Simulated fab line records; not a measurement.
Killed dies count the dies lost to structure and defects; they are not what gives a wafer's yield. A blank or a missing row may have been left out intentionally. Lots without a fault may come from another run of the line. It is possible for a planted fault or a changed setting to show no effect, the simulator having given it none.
Chamber matching + flow sky130 + rieDiel-01 running SKY_POLY_GATE_ETCH_15: 4 sister chambers
The step etches BARC in N2/H2, stops on SiO2, time 118.5 s, target depth 110 nm. 8 wafers are shown with their chamber, then 9 later ones without.

## WAFERS PAIRED WITH THEIR CHAMBERS
| wafer  | chamber | drypumpMotorCurrentA (A) | throttleValvePct (%) |
|--------|---------|--------------------------|----------------------|
| L085.4 | 0       | 5.61                     | 13.205               |
| L085.5 | 2       | 5.54                     | 13.220               |
| L086.1 | 0       | 5.60                     | 13.222               |
| L086.3 | 2       | 5.51                     | 13.225               |
| L086.4 | 1       | 5.64                     | 13.214               |
| L089.4 | 3       | 5.56                     | 13.195               |
| L089.5 | 3       | 5.54                     | 13.228               |
| L089.6 | 1       | 5.64                     | 13.195               |

## WAFERS WITHOUT THEIR CHAMBER
| wafer  | drypumpMotorCurrentA (A) | throttleValvePct (%) |
|--------|--------------------------|----------------------|
| L091.4 | 5.55                     | 13.212               |
| L091.5 | 5.56                     | 13.219               |
| L091.6 | 5.55                     | 13.191               |
| L094.1 | 5.64                     | 13.218               |
| L094.2 | 5.56                     | 13.228               |
| L094.5 | 5.63                     | 13.204               |
| L096.3 | 5.59                     | 13.221               |
| L096.4 | 5.56                     | 13.224               |
| L096.5 | 5.54                     | 13.217               |

## CHAMBER TAKEN BY EACH
| wafer  | from the rows above     | in truth |
|--------|-------------------------|----------|
| L091.4 | can't be placed: 3 or 2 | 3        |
| L091.5 | can't be placed: 3 or 2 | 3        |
| L091.6 | can't be placed: 3 or 2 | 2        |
| L094.1 | can't be placed: 1 or 0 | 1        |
| L094.2 | can't be placed: 3 or 2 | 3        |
| L094.5 | can't be placed: 1 or 0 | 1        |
| L096.3 | can't be placed: 0 or 3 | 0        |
| L096.4 | can't be placed: 3 or 2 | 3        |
| L096.5 | can't be placed: 3 or 2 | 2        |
0 of 9 placed correctly. From these rows, 9 cannot be placed; in 9 the true chamber is one of the candidates. Wrongly placed: 0.
How it was worked out, from the rows above alone: a wafer's distance from a chamber is the root of the sum, over the readings, of the square of ((its reading less the chamber's mean) divided by the reading's scatter). The wafer belongs to the nearest chamber; if the next one is less than 2 further off, it can't be placed. Each chamber's mean is taken over the wafers shown for it. How the scatter is found: for the shown wafers, subtract from each reading the mean of its chamber, square and add these, divide the total by (wafers less chambers), then take the root.
